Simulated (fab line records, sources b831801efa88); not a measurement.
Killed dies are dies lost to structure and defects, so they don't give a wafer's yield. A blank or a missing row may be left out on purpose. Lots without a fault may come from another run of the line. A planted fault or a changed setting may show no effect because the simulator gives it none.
Problem report in the 8D (eight disciplines) form, filled by code | flow sfq_line | the parts of the form that need people (team, actions taken, sign-off) are left out

1. THE PROBLEM
spin_speed_rpm at SFQ_TRILAYER_I7_VIA_LITHO_COAT_187 reads a mean of 2649.3 rpm on 9 wafers of 3 lots; wafers without a fault read 3000.3 rpm with a standard deviation of 2. That is -99 or more standard deviations from the usual mean.
The step: resist thk 650 nm.
First seen on wafer L526.1, day 81 21:50, on litho_track-01. The record holds 21 wafers of 7 lots with a number at this step. Rule for "out", or "out of limits": more than 4 standard deviations from the usual mean. The other wafers with a number count as sound.

2. WHAT IT IS AND WHAT IT IS NOT
question                    | is                     | is not
which readings at this step | spin_speed_rpm         | dispense_pressure_kPa
which lots                  | L526, L528, L531       | L519, L520, L529, L530
which wafers of those lots  | all that have a number | -
read on which tools         | litho_track-01         | litho_track-02
when                        | from day 81 21:50      | up to then (6 sound wafers); but 6 sound wafers of L529, L530 came after

3. SUSPECTS, AND WHAT RULES EACH OUT
Counting: a tool at a process step up to the reading stays a suspect if it ran every lot that is out and no sound lot after the first of them.
- litho_track-01 at SFQ_TRILAYER_I7_VIA_LITHO_COAT_187 (resist thk 650 nm): kept. It ran every lot that is out, first L526 (day 81 21:50), and no sound lot after that; its last sound lot up to then is L519 (day 80 10:07). Its own readings are out on those wafers: spin_speed_rpm.
Left after counting: litho_track-01 at SFQ_TRILAYER_I7_VIA_LITHO_COAT_187.

4. THE CAUSE (what the simulator had put in)
Process parameter drift: litho_track-01, from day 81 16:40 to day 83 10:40, at SFQ_TRILAYER_I7_VIA_LITHO_COAT_187. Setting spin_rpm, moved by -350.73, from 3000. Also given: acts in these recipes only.
Counting left only this tool.

5. THE CHAIN OF EFFECTS, in route order
Each row: a reading whose mean over the struck wafers that have a number lies more than 3 standard deviations from the usual. Only readings for which the record gives a usual standard deviation are gone through. hours: the time from each lot's start at the first step in this table that gives one to its start at this step, as a median over the lots. sigmas: the change in usual standard deviations.
hours | step                               | reading        | usual      | on struck wafers | change | sigmas
0     | SFQ_TRILAYER_I7_VIA_LITHO_COAT_187 | spin_speed_rpm | 3000.3 rpm | 2649.3           | -351.0 | -99 or more
The process steps in it:
- SFQ_TRILAYER_I7_VIA_LITHO_COAT_187: resist thk 650 nm.
Later measuring or inspecting steps at which every struck wafer that the step has a row for has a number for every such reading, and none has moved that far: SFQ_I7_OVL_MEAS_947.

6. WHAT WOULD HAVE CAUGHT IT SOONER
In this record the first reading out of limits was taken at day 81 21:50, 5 hours after the fault began at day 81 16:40.
